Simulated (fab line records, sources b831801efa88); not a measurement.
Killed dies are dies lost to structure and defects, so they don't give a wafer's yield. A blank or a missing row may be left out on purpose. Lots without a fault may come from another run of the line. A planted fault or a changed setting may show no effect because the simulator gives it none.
Problem report in the 8D (eight disciplines) form, filled by code | flow gf180mcu | the parts of the form that need people (team, actions taken, sign-off) are left out

1. THE PROBLEM
HV_LDD_CVD_56_THK at GF_HV_LDD_THK_MEAS_57 reads a mean of 84.7 nm on 3 wafers of 1 lot; wafers without a fault read 90.0 nm with a standard deviation of 0.75. That is -7.0 standard deviations from the usual mean.
First seen on wafer L511.2, day 13 14:20, on film_metro-01. The record holds 36 wafers of 12 lots with a number at this step. Rule for "out", or "out of limits": more than 4 standard deviations from the usual mean. The other wafers with a number count as sound.

2. WHAT IT IS AND WHAT IT IS NOT
question                    | is                     | is not
which readings at this step | HV_LDD_CVD_56_THK      | -
which lots                  | L511                   | L508, L513, L520, L521, L522, L523, L525, L526, L527, L529, L530
which wafers of those lots  | all that have a number | -
read on which gauges        | film_metro-01          | film_metro-03, film_metro-04
when                        | from day 13 14:20      | up to then (3 sound wafers); but 30 sound wafers of L513, L520, L521, L522, L523, L525, L526, L527, L529, L530 came after

3. SUSPECTS, AND WHAT RULES EACH OUT
Counting: a tool at a process step up to the reading stays a suspect if it ran every lot that is out and no sound lot after the first of them.
- the gauge at GF_HV_LDD_THK_MEAS_57: ruled out. All the wafers that are out were read on film_metro-01, but those of them that GF_HV_LDD_CVD_56 has rows for are out there too, on other tools.
- lpcvd-02 at GF_HV_LDD_CVD_56 (deposits Si3N4 from DCS/NH3, target thk 90 nm, time 1543 s): ruled out as a lasting fault. Sound lots L520, L521, L523, L526, L529, L530 ran on it after its first lot that is out, L511 (day 13 12:54).
Left after counting: nothing in the record.

4. THE CAUSE (what the simulator had put in)
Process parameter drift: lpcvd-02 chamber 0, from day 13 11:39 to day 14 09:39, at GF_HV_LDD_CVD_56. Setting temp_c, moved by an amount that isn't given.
Counting ruled it out, wrongly: the rule takes a fault to strike every lot that its tool runs from its start on, and this one did not.

5. THE CHAIN OF EFFECTS, in route order
Each row: a reading whose mean over the struck wafers that have a number lies more than 3 standard deviations from the usual. Only readings for which the record gives a usual standard deviation are gone through. hours: the time from each lot's start at the first step in this table that gives one to its start at this step, as a median over the lots. sigmas: the change in usual standard deviations.
hours | step                  | reading           | usual      | on struck wafers | change | sigmas
0     | GF_HV_LDD_CVD_56      | spike_tc_centre_C | 771.3 C    | 768.2            | -3.1   | -3.1
0     | GF_HV_LDD_CVD_56      | spike_tc_lower_C  | 769.4 C    | 764.6            | -4.8   | -3.4
0     | GF_HV_LDD_CVD_56      | spike_tc_upper_C  | 770.1 C    | 765.4            | -4.7   | -3.9
0     | GF_HV_LDD_CVD_56      | susceptor_temp_C  | 770.0 C    | 766.2            | -3.8   | -12
1     | GF_HV_LDD_THK_MEAS_57 | HV_LDD_CVD_56_THK | 90.0 nm    | 84.7             | -5.3   | -7.0
10    | GF_HV_LDD_ETCHBACK_58 | oes_product_au    | 0.843 a.u. | 0.813            | -0.030 | -4.6
The process steps in it:
- GF_HV_LDD_CVD_56: deposits Si3N4 from DCS/NH3, target thk 90 nm, time 1543 s.
- GF_HV_LDD_ETCHBACK_58: etches Si3N4 in CH3F/O2, stops on SiO2, time 100 s, target depth 90 nm.
Later measuring or inspecting steps at which every struck wafer that the step has a row for has a number for every such reading, and none has moved that far: GF_NSD_TW_MEAS_12.

6. WHAT WOULD HAVE CAUGHT IT SOONER
In this record the first reading out of limits at a measuring or inspecting step was taken at day 13 14:20, 3 hours after the fault began at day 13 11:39.
The tool's own readings at GF_HV_LDD_CVD_56 were out on every struck wafer that the step has a row for (susceptor_temp_C): an alarm limit on them would have fired on the first of those.
